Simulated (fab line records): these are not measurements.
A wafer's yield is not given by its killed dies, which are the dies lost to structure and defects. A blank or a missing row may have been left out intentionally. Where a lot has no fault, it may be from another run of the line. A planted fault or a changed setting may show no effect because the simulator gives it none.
Which of the tools did it? | flow sky130 | route of 708 steps, sampled at 1 step: 6 lots, 18 wafers

WHAT EACH GAUGE READ, for each wafer
SKY_VT_ADJUST_HVTR_CD_MEAS_07: the cd target is 380 nm.
lot  | measured     | on       | cdNm (nm)
L226 | day 10 05:13 | cdSem-02 | 384.1 384.6 385.0
L231 | day 11 23:40 | cdSem-01 | 378.6 378.7 382.5
L233 | day 12 11:07 | cdSem-01 | 382.8 382.5 381.9
L242 | day 15 20:33 | cdSem-02 | 377.6 379.0 378.0
L244 | day 16 01:48 | cdSem-01 | 376.6 377.9 378.2
L246 | day 16 18:58 | cdSem-02 | 381.3 380.8 375.9

WHICH TOOL RAN EACH LOT (tool, then ch and the chambers of the sampled wafers, then the start)
The record shows no process step preceding these readings.

THE ANSWER, worked out from the rows above alone
Rule: the lots themselves supply what counts as usual. The widest of any qualifying gaps counts: lots, ordered by their means at a reading, are off when they make up no more than a third of the lots, leave a main group of 4 or more, and stand apart from it by 3 or more times the standard deviation of that group's means. A main group whose means are all the same, to the digits that the tables above print for the reading, isn't used. A lot without any number at a reading at which 4 lots or more have one is off too. Any other lot the step has rows for is counted as sound.
Across all readings shown, no lot is off: no conclusion can be drawn from this.

WHAT THE SIMULATOR PUT IN
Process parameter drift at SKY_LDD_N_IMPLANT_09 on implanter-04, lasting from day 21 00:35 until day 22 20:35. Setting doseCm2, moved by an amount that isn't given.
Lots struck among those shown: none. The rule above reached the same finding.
